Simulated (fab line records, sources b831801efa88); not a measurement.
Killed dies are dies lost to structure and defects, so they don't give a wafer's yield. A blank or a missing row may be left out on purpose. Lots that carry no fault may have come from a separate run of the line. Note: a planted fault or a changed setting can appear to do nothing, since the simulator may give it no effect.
Which tool was responsible? -- flow sky130 -- 6 lots with 18 wafers sampled at 3 steps, on a route of 708 steps

WHAT THE GAUGES SHOWED, per wafer
SKY_PWDE_OVL_MEAS_07.
lot,measured,on,PWDE_OVL (nm)
L702,day 4 06:38,overlay-02,-2.7 -3.5 -3.2
L712,day 6 10:40,overlay-01,-1.7 0.1 -1.3
L715,day 7 00:49,overlay-02,-0.3 -1.4 -3.6
L717,day 7 07:35,overlay-02,-1.8 -1.8 -3.2
L721,day 12 06:11,overlay-01,-0.7 -0.5 -2.9

WHICH TOOL RAN EACH LOT (tool, then ch and the chambers of the sampled wafers, then the start)
lot,SKY_FIELD_ISO_ETCH_15,SKY_FIELD_ISO_CMP_27
L702,"rie diel-02 ch 0,1,3, day 2 14:47","cmp-02 ch 1,2,3, day 2 18:52"
L709,"rie diel-04 ch 0,2, day 4 02:43","cmp-01 ch 1,3, day 4 08:47"
L712,"rie diel-03 ch 0,2,3, day 4 20:12","cmp-01 ch 1,2,3, day 4 23:41"
L715,"rie diel-03 ch 0,1,2, day 5 10:45","cmp-01 ch 0,1,2, day 5 15:41"
L717,"rie diel-03 ch 1,2, day 5 19:19","cmp-02 ch 2,3, day 6 00:08"
L721,"rie diel-02 ch 0,1,3, day 9 15:00","cmp-01 ch 0,1,3, day 10 04:00"
- SKY_FIELD_ISO_ETCH_15: etches the open film in CHF3/O2, stops on Si, target depth 180 nm, time 72 s.
- SKY_FIELD_ISO_CMP_27: polishes, stops on Si3N4, t overpolish 16 s, target thk 457.8 nm.

THE ANSWER, worked out from the rows above alone
Rule: what is usual is taken from the lots themselves. Put in order of their means at a reading, lots are off if they are a third of the lots or fewer, leave a main group of 4 or more, and stand apart from it by a gap of 3 or more times the standard deviation of the main group's means; of several such gaps the widest counts. A main group whose means are all the same, to the digits that the tables above print for the reading, isn't used. Also off: a lot with no number at a reading for which 4 or more lots have one. Any other lot the step has rows for is counted as sound.
Across all readings shown, no lot is off: no conclusion can be drawn from this.

WHAT WAS PUT IN BY THE SIMULATOR
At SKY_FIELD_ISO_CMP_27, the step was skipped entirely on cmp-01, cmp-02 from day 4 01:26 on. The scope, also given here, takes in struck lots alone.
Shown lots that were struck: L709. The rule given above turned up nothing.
